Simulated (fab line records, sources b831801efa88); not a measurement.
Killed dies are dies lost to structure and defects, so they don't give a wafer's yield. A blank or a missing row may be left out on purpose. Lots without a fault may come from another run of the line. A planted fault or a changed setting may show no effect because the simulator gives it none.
Chamber matching | flow sky130 | SKY_CONTACT_HDPCVD_02 on hdpcvd-02: 3 sister chambers
The step deposits SiO2, target thk 565 nm, time 94.2 s. 14 wafers are shown with their chamber, then 7 later ones without.

WAFERS WITH THEIR CHAMBER
wafer  | chamber | run_length_s (s)
L399.1 | 2       | 122.6
L399.5 | 0       | 122.0
L399.6 | 1       | 121.1
L401.3 | 1       | 121.2
L402.2 | 2       | 123.1
L403.2 | 2       | 122.9
L413.2 | 2       | 122.5
L413.4 | 2       | 122.2
L413.5 | 0       | 121.7
L412.1 | 0       | 122.2
L412.3 | 1       | 121.9
L412.5 | 2       | 122.6
L414.2 | 0       | 122.4
L414.4 | 0       | 122.0

SIGNATURES (means of the wafers above)
reading      | chamber 0 | chamber 1 | chamber 2 | scatter within a chamber
run_length_s | 122.060   | 121.400   | 122.650   | 0.323
Rule: a wafer's distance from a chamber is the root of the sum, over the readings, of the square of ((its reading less the chamber's mean) divided by the reading's scatter). The wafer belongs to the nearest chamber; if the next one is less than 2 further off, it can't be placed. The scatter: the root of (the sum of the squares of (reading less its chamber's mean) over the shown wafers, divided by (wafers less chambers)).

WAFERS WITHOUT THEIR CHAMBER
wafer  | run_length_s (s)
L414.6 | 122.3
L419.2 | 122.5
L419.3 | 121.3
L419.5 | 121.6
L420.1 | 123.2
L420.3 | 121.3
L420.5 | 121.6

WHICH CHAMBER EACH WENT THROUGH
wafer  | from the rows above     | in truth
L414.6 | can't be placed: 0 or 2 | 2
L419.2 | can't be placed: 2 or 0 | 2
L419.3 | 1                       | 1
L419.5 | can't be placed: 1 or 0 | 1
L420.1 | can't be placed: 2 or 0 | 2
L420.3 | 1                       | 1
L420.5 | can't be placed: 1 or 0 | 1
Placed correctly: 2 of 7. Can't be placed from these rows: 5 (the true chamber is among the candidates in 5). Placed wrongly: 0.
